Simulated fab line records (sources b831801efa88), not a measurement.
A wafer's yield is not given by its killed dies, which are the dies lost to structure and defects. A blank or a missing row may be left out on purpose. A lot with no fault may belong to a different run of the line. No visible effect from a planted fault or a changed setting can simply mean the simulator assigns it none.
One fault seen from 2 desks + flow gf180mcu + each desk holds nothing but its own numbers, with what lay behind them at the end

AT THE TOOL OWNER'S DESK: rtp anneal-01
At GF_PSD_RTA_13 (time 20 s), the tool's own readings, given per lot that ran on this tool as the mean of the sampled wafers with a number. Marked OUT: a lot whose mean sits more than 4 standard deviations from the usual mean, which makes it out of limits; the brackets give that distance.
Columns: A = lamp power pct at GF_PSD_RTA_13, usual 37 %; B = run length s at GF_PSD_RTA_13, usual 49.0 s; C = wafer_temp_C_max at GF_PSD_RTA_13, usual 1029.7
| lot  | first seen here | A  | B              | C      |
|------|-----------------|----|----------------|--------|
| L596 | day 14 15:32    | 34 | 48.8           | 1031.5 |
| L601 | day 16 04:32    | 34 | 48.6           | 1029.8 |
| L602 | day 16 14:13    | 34 | 48.7           | 1031.2 |
| L603 | day 16 19:05    | 34 | 48.5           | 1030.8 |
| L607 | day 18 10:34    | 34 | 58.5 (+19) OUT | 1031.7 |
| L610 | day 19 13:03    | 34 | 58.8 (+20) OUT | 1031.2 |
| L612 | day 20 04:07    | 34 | 58.7 (+19) OUT | 1031.2 |
This desk finds L607, L610, L612 out of limits, L607 being first, at day 18 10:34 (run length s at GF_PSD_RTA_13). In limits: L596, L601, L602, L603.

FROM THE METROLOGY DESK
Means of the sampled wafers that have a number, per lot and without regard to the tool the lot ran on: this is what the gauges read. Marked OUT: a lot whose mean sits more than 4 standard deviations from the usual mean, which makes it out of limits; the brackets give that distance.
Columns: A = HV_LDD_02_OVL at GF_HV_LDD_OVL_MEAS_32, usual 0.1 nm; B = cd nm at GF_PSD_CD_MEAS_07, usual 399.3 nm; C = NSD_RS at GF_PSD_RS_MEAS_14, usual 46.18 ohm/sq; D = PSD_RS at GF_PSD_RS_MEAS_15, usual 108.62 ohm/sq
| lot  | first seen here | A    | B     | C               | D                |
|------|-----------------|------|-------|-----------------|------------------|
| L595 | day 11 13:34    | 1.0  | 400.7 | 46.23           | 108.79           |
| L596 | day 11 23:11    | -1.0 | 394.6 | 46.15           | 108.81           |
| L597 | day 12 04:30    | 0.0  | 402.9 | 46.09           | 108.51           |
| L598 | day 12 11:01    | 0.2  | 399.3 | 46.16           | 108.53           |
| L599 | day 12 17:06    | 0.1  | 398.3 | 46.25           | 109.01           |
| L600 | day 13 06:37    | -1.3 | 399.0 | 46.14           | 108.33           |
| L601 | day 13 08:25    | -0.6 | 399.0 | 46.05           | 108.31           |
| L602 | day 13 16:13    | -0.5 | 399.7 | 46.20           | 108.51           |
| L603 | day 13 21:46    | 0.9  | 399.2 | 46.15           | 108.43           |
| L604 | day 14 09:23    | 1.2  | 399.1 | 46.14           | 108.52           |
| L607 | day 15 09:55    | -1.1 | 402.3 | 44.31 (-20) OUT | 105.30 (-12) OUT |
| L610 | day 16 09:46    | 1.4  | 399.0 | 44.38 (-20) OUT | 105.75 (-10) OUT |
| L612 | day 17 01:16    | 0.9  | 399.0 | 44.23 (-21) OUT | 105.12 (-13) OUT |
| L615 | day 18 06:08    | -0.1 | 400.2 | 46.20           | 108.64           |
This desk finds L607, L610, L612 out of limits, with the earliest case on L607 at day 18 10:40 (NSD_RS at GF_PSD_RS_MEAS_14). In limits: L595, L596, L597, L598, L599, L600, L601, L602, L603, L604, L615.

PUT TOGETHER
The tool owner's desk had the chance to raise an alarm at day 18 10:34 on L607, L610, L612.
An alarm was possible from the metrology desk at day 18 10:40, on L607, L610, L612.
GF_PSD_RTA_13 was run on rtp anneal-01 by each of the lots named.

WHAT THE SIMULATOR HAD INSERTED
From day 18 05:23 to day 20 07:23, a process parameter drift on rtp anneal-01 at GF_PSD_RTA_13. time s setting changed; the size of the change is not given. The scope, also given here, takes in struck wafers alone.
Shown lots that were struck: L607, L610, L612.
Delay (hours) between the fault's onset and each desk's first out-of-limits reading: 5 at the tool owner's desk, 5 at the metrology desk.
